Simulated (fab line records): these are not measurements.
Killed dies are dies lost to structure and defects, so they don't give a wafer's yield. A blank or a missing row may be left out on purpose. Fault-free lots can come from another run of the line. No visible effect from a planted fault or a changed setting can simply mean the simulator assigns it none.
Which tool did it? :: flow gf180mcu :: Sampling: 12 lots, 36 wafers, 3 of 602 route steps

== WHAT THE GAUGES READ, wafer by wafer ==
GF_POLY_GATE_THK_MEAS_17. Usual: POLY_GATE_OXIDATION_THK gives 4.01 nm (standard deviation 0.083).
lot: L338
measured: day 9 14:20
on: film-metro-01
POLY_GATE_OXIDATION_THK (nm): 4.08 4.16 4.14
flag: 

lot: L339
measured: day 9 22:59
on: film-metro-03
POLY_GATE_OXIDATION_THK (nm): 4.06 3.97 3.94
flag: 

lot: L340
measured: day 10 00:13
on: film-metro-03
POLY_GATE_OXIDATION_THK (nm): 4.03 3.89 3.91
flag: 

lot: L341
measured: day 10 13:05
on: film-metro-03
POLY_GATE_OXIDATION_THK (nm): 3.95 4.09 4.07
flag: 

lot: L346
measured: day 11 22:48
on: film-metro-03
POLY_GATE_OXIDATION_THK (nm): 4.04 3.96 4.04
flag: 

lot: L348
measured: day 12 16:58
on: film-metro-01
POLY_GATE_OXIDATION_THK (nm): 4.88 5.04 5.03
flag: OFF

lot: L349
measured: day 12 23:31
on: film-metro-03
POLY_GATE_OXIDATION_THK (nm): 5.00 4.97 4.93
flag: OFF

lot: L351
measured: day 13 10:18
on: film-metro-01
POLY_GATE_OXIDATION_THK (nm): 4.83 4.83 4.93
flag: OFF

lot: L356
measured: day 14 20:47
on: film-metro-03
POLY_GATE_OXIDATION_THK (nm): 3.93 3.89 3.94
flag: 

lot: L357
measured: day 15 07:34
on: film-metro-04
POLY_GATE_OXIDATION_THK (nm): 4.06 3.91 4.01
flag: 

lot: L359
measured: day 15 18:17
on: film-metro-03
POLY_GATE_OXIDATION_THK (nm): 4.15 4.19 4.18
flag: 

lot: L360
measured: day 15 23:05
on: film-metro-01
POLY_GATE_OXIDATION_THK (nm): 4.01 4.03 4.04
flag: 

GF_V2_BOW_MEAS_05. Usual: V2_BOW gives 100 um (standard deviation 7.8).
lot: L338
measured: day 19 15:55
on: film-metro-03
V2_BOW (um): 96 111 109
flag: 

lot: L339
measured: day 20 02:42
on: film-metro-02
V2_BOW (um): 103 102 82
flag: 

lot: L340
measured: day 20 05:14
on: film-metro-03
V2_BOW (um): 94 100 84
flag: 

lot: L341
measured: day 20 22:45
on: film-metro-03
V2_BOW (um): 94 106 100
flag: 

lot: L346
measured: day 22 17:46
on: film-metro-03
V2_BOW (um): 103 110 114
flag: 

lot: L348
measured: day 23 12:40
on: film-metro-02
V2_BOW (um): 91 87 90
flag: 

lot: L349
measured: day 23 21:39
on: film-metro-02
V2_BOW (um): 99 110 101
flag: 

lot: L351
measured: day 24 09:45
on: film-metro-03
V2_BOW (um): 96 115 99
flag: 

lot: L356
measured: day 25 22:31
on: film-metro-02
V2_BOW (um): 94 110 97
flag: 

lot: L357
measured: day 26 06:14
on: film-metro-03
V2_BOW (um): 113 117 111
flag: 

lot: L359
measured: day 26 20:29
on: film-metro-01
V2_BOW (um): 93 102 99
flag: 

lot: L360
measured: day 27 00:13
on: film-metro-01
V2_BOW (um): 114 104 96
flag: 

== TOOL THAT RAN EACH LOT (tool first, then ch and the chambers of the sampled wafers, then the start) ==
lot: L338
GF_POLY_GATE_OXIDATION_16: furnace-01 ch 0, day 9 13:05

lot: L339
GF_POLY_GATE_OXIDATION_16: furnace-02 ch 0, day 9 21:43

lot: L340
GF_POLY_GATE_OXIDATION_16: furnace-02 ch 0, day 9 22:58

lot: L341
GF_POLY_GATE_OXIDATION_16: furnace-01 ch 0, day 10 11:50

lot: L346
GF_POLY_GATE_OXIDATION_16: furnace-02 ch 0, day 11 21:32

lot: L348
GF_POLY_GATE_OXIDATION_16: furnace-02 ch 0, day 12 15:42

lot: L349
GF_POLY_GATE_OXIDATION_16: furnace-02 ch 0, day 12 22:16

lot: L351
GF_POLY_GATE_OXIDATION_16: furnace-02 ch 0, day 13 09:03

lot: L356
GF_POLY_GATE_OXIDATION_16: furnace-01 ch 0, day 14 19:32

lot: L357
GF_POLY_GATE_OXIDATION_16: furnace-01 ch 0, day 15 06:19

lot: L359
GF_POLY_GATE_OXIDATION_16: furnace-02 ch 0, day 15 17:02

lot: L360
GF_POLY_GATE_OXIDATION_16: furnace-01 ch 0, day 15 21:49
- GF_POLY_GATE_OXIDATION_16: stabilise 600 s, purge 300 s, target thk 4 nm.

== WHAT THE TOOLS THEMSELVES READ (means of the sampled wafers that have a number; where no wafer has one, the mark that the record gives instead) ==
GF_POLY_GATE_OXIDATION_16. Usual: spike-tc-bottom-C 867.7 C, standard deviation 1; spike-tc-centre-C 850.7 C, standard deviation 1.1; spike-tc-lower-C 850.7 C, standard deviation 1.4; spike-tc-top-C 860.3 C, standard deviation 1.1; spike-tc-upper-C 851.5 C, standard deviation 1; tube-center-temp-C 850 C, standard deviation 0.077; tube_center_temp_C_max 852.2, standard deviation 0.36; zone-power-bottom-pct 27.9 %, standard deviation 0.36.
lot: L338
tool: furnace-01
spike-tc-bottom-C (C): 868.0
spike-tc-centre-C (C): 851.1
spike-tc-lower-C (C): 850.7
spike-tc-top-C (C): 860.6
spike-tc-upper-C (C): 851.3
tube-center-temp-C (C): 850
tube_center_temp_C_max: 851.9
zone-power-bottom-pct (%): 28.0
flag: 

lot: L339
tool: furnace-02
spike-tc-bottom-C (C): 868.6
spike-tc-centre-C (C): 850.3
spike-tc-lower-C (C): 849.7
spike-tc-top-C (C): 860.1
spike-tc-upper-C (C): 852.5
tube-center-temp-C (C): 850
tube_center_temp_C_max: 852.2
zone-power-bottom-pct (%): 27.7
flag: 

lot: L340
tool: furnace-02
spike-tc-bottom-C (C): 868.4
spike-tc-centre-C (C): 850.0
spike-tc-lower-C (C): 849.1
spike-tc-top-C (C): 859.3
spike-tc-upper-C (C): 852.1
tube-center-temp-C (C): 850
tube_center_temp_C_max: 852.0
zone-power-bottom-pct (%): 27.5
flag: 

lot: L341
tool: furnace-01
spike-tc-bottom-C (C): 868.4
spike-tc-centre-C (C): 852.0
spike-tc-lower-C (C): 850.8
spike-tc-top-C (C): 860.8
spike-tc-upper-C (C): 852.1
tube-center-temp-C (C): 850
tube_center_temp_C_max: 852.3
zone-power-bottom-pct (%): 28.1
flag: 

lot: L346
tool: furnace-02
spike-tc-bottom-C (C): 868.0
spike-tc-centre-C (C): 848.4
spike-tc-lower-C (C): 850.3
spike-tc-top-C (C): 859.1
spike-tc-upper-C (C): 851.4
tube-center-temp-C (C): 850
tube_center_temp_C_max: 852.1
zone-power-bottom-pct (%): 27.5
flag: 

lot: L348
tool: furnace-02
spike-tc-bottom-C (C): 884.6
spike-tc-centre-C (C): 867.1
spike-tc-lower-C (C): 867.6
spike-tc-top-C (C): 877.2
spike-tc-upper-C (C): 868.0
tube-center-temp-C (C): 867
tube_center_temp_C_max: 869.4
zone-power-bottom-pct (%): 28.8
flag: OFF

lot: L349
tool: furnace-02
spike-tc-bottom-C (C): 884.8
spike-tc-centre-C (C): 868.2
spike-tc-lower-C (C): 866.5
spike-tc-top-C (C): 876.7
spike-tc-upper-C (C): 869.1
tube-center-temp-C (C): 867
tube_center_temp_C_max: 869.3
zone-power-bottom-pct (%): 28.8
flag: OFF

lot: L351
tool: furnace-02
spike-tc-bottom-C (C): 885.5
spike-tc-centre-C (C): 868.4
spike-tc-lower-C (C): 867.4
spike-tc-top-C (C): 875.5
spike-tc-upper-C (C): 868.5
tube-center-temp-C (C): 867
tube_center_temp_C_max: 869.1
zone-power-bottom-pct (%): 29.0
flag: OFF

lot: L356
tool: furnace-01
spike-tc-bottom-C (C): 867.1
spike-tc-centre-C (C): 851.6
spike-tc-lower-C (C): 852.7
spike-tc-top-C (C): 859.9
spike-tc-upper-C (C): 851.8
tube-center-temp-C (C): 850
tube_center_temp_C_max: 852.1
zone-power-bottom-pct (%): 28.1
flag: 

lot: L357
tool: furnace-01
spike-tc-bottom-C (C): 867.2
spike-tc-centre-C (C): 850.5
spike-tc-lower-C (C): 851.8
spike-tc-top-C (C): 860.9
spike-tc-upper-C (C): 851.3
tube-center-temp-C (C): 850
tube_center_temp_C_max: 852.5
zone-power-bottom-pct (%): 28.1
flag: 

lot: L359
tool: furnace-02
spike-tc-bottom-C (C): 867.7
spike-tc-centre-C (C): 851.0
spike-tc-lower-C (C): 849.1
spike-tc-top-C (C): 858.9
spike-tc-upper-C (C): 851.7
tube-center-temp-C (C): 850
tube_center_temp_C_max: 852.0
zone-power-bottom-pct (%): 27.9
flag: 

lot: L360
tool: furnace-01
spike-tc-bottom-C (C): 867.5
spike-tc-centre-C (C): 850.9
spike-tc-lower-C (C): 851.6
spike-tc-top-C (C): 860.9
spike-tc-upper-C (C): 851.2
tube-center-temp-C (C): 850
tube_center_temp_C_max: 852.2
zone-power-bottom-pct (%): 28.2
flag: 

== THE ANSWER, worked out from the rows above alone ==
Rule: a lot counts as off when the mean over its wafers that have a number is more than 3 standard deviations away from the usual mean. Also off: a lot with no number at a reading for which 4 or more lots have one. All remaining lots with rows at the step are treated as sound. Order of review: gauges by route order, followed by the tools' own readings, for which a lot's mean as printed above is used. The first step at which some lot is off is used, and at that step the reading that is off furthest; a lot without a number counts as furthest.
Off: L348, L349, L351, seen at GF_POLY_GATE_THK_MEAS_17 (POLY_GATE_OXIDATION_THK).
A tool fits if, at a process step before that reading, it ran every lot that is off, and no sound lot after the first of them. The gauges at GF_POLY_GATE_THK_MEAS_17 aren't tried: what is off there is off at GF_POLY_GATE_OXIDATION_16 too, on other tools, and a gauge's error can't cause that. Of those tried, none fits.

== WHAT THE SIMULATOR HAD INSERTED ==
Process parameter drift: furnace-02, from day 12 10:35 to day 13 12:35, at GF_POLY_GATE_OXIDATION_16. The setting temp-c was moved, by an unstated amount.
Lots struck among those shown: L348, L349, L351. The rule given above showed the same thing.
